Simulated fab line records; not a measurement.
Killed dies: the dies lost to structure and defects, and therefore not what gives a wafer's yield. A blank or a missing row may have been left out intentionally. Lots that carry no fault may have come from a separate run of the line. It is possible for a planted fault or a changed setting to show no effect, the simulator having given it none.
A lot that was struck, set against a sound lot ; flow sky130 ; 17 steps out of a route of 708
Sound: wafers L779.2, L779.3, L779.6. Wafers struck: L786.1, L786.3, L786.5. At the end, the cause is stated.
At each step with rows: each side's tool, then ch and its chambers, then its first start. Under that, the readings that differ: sound wafers ; struck wafers ; difference of the means ; sigmas: that difference in standard deviations of wafers without a fault.
alike: same words and numbers on both sides, and readings whose means sit less than 2 such deviations apart. not compared: any withheld reading, any reading some wafer has no value for, any bound like >300 that may hide the same value, and any number with overlapping values for which the record gives no deviation.
The two part at a step that has a row with sigmas, a row that says differs or no value, or rows on one side only. Non-overlapping numbers with no deviation appear without sigmas and do not part them. A reading missing from all wafers of one side parts the sides only when that side holds two or more wafers.

SKY_LDD_P_OVL_MEAS_08:
  struck on overlay-02, day 25 09:34; sound on overlay-02, day 22 18:05
  alike: LDD_P_OVL
after that, 1 step had no rows for these wafers: SKY_LDD_P_IMPLANT_09.
SKY_LDD_P_STRIP_10: strips in O2/N2.
  sound on plasma asher-02 ch 1, day 22 18:16; struck on plasma asher-04 ch 0,1, day 25 09:45
  alike: drypump motor current A, oes product au, strip time to endpoint s
  not compared: rf hours counter h
SKY_LDD_P_TW_MEAS_11:
  struck on film metro-01, day 25 09:51; sound on film metro-04, day 22 18:22
  alike: LDD_P_TW
then, 7 steps without rows for these wafers: SKY_LDD_HVN_DEHYDRATE_00 (time 60 s); SKY_LDD_HVN_HMDS_01 (prime time 60 s); SKY_LDD_HVN_COAT_02 (resist thk 300 nm); SKY_LDD_HVN_SOFTBAKE_03 (time 60 s); SKY_LDD_HVN_EXPOSE_04 (exposes mask HVNTM, target cd 700 nm); SKY_LDD_HVN_PEB_05; SKY_LDD_HVN_DEVELOP_06 (develop time 60 s).
SKY_LDD_HVN_OVL_MEAS_07:
  struck on overlay-02, day 26 14:51; sound on overlay-01, day 24 00:47
  alike: LDD_HVN_OVL
SKY_LDD_HVN_IMPLANT_08:
  sound on implanter-04 ch 0, day 24 00:50; struck on implanter-04 ch 0, day 26 14:53
reading;sound;struck;difference;sigmas
beam on s (s);10.09 10.11 9.94;13.06 12.35 12.59;+2.62;+12
dose ions cm2;2.998e+13 2.999e+13 3.001e+13;3.0844e+14 3.0844e+14 3.0842e+14;+2.7844e+14;+99 or more
end station pressure torr (Torr);4.68e-06 4.97e-06 5.28e-06;5.7e-06 6.42e-06 5.69e-06;+9.6e-07;+4
faraday current uA;168 169 169;1323 1408 1382;+1202;+99 or more
SKY_LDD_HVN_STRIP_09: strips in O2/N2.
  sound on plasma asher-03 ch 0, day 24 00:58; struck on plasma asher-01 ch 1, day 26 15:02
  alike: drypump motor current A, oes product au, strip time to endpoint s
  not compared: rf hours counter h
SKY_LDD_HVN_TW_MEAS_10:
  struck on film metro-02, day 26 15:08; sound on film metro-03, day 24 01:04
reading;sound;struck;difference;sigmas
LDD_HVN_TW;1456 1454 1456;2926 2936 2924;+1473;+99 or more
then, 1 step without rows for these wafers: SKY_LDD_HVP_DEHYDRATE_00 (time 60 s).
-- a jump in the record: the struck wafers' starts before and after are 23 days apart (it breaks off in module LDD_HVP and resumes in module PAD_OPEN, where the first step shown is number 708 of the route) --
SKY_PAD_OPEN_PROBE_99:
  struck on prober-01, day 50 02:41; sound on prober-02, day 48 12:05
reading;sound;struck;difference;sigmas
model.etest.tip_n_5v.rs ohm sq;1395 1406 1396;233.5 233.9 230.8;-1166.3;
model.etest.nfet g5v0d10v5.r on ohm um;1863 1834 1849;1476 1491 1488;-364;
model.etest.nfet g5v0d10v5.drive ua um;618.3 622.3 630.7;695.1 698.5 686.1;+69.5;
model.etest.nfet_05v0_nvt.drive ua um;590 590.8 597.3;612.9 607.5 613;+18.4;
model.etest.tip_n_5v.rs ohm sq range;21.55 33.32 11.81;4.305 6.196 3.66;-17.506;
model.etest.res ndiff hv.rs ohm sq;112.7 113.4 112.7;97.37 98.22 97.8;-15.14;
model.etest.ring_5v.delay ps;44.41 43.73 43.83;41.9 42.08 42.71;-1.8;
  alike: killed_at_M0_to_M3, killed_at_M4_up, killed at contacts, killed at front end, killed at other, killed dies, killed open, killed short
  not compared: model.etest.nfet_16v.drive ua um

## WHERE THEY PART
At SKY_LDD_HVN_IMPLANT_08 first; at SKY_LDD_HVN_TW_MEAS_10 last (within this record only). Later steps at which nothing parts them and some readings are alike: SKY_PAD_OPEN_PROBE_99.

WHY: the cause the simulator had injected
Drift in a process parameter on implanter-04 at SKY_LDD_HVN_IMPLANT_08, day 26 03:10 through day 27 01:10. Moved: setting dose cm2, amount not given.
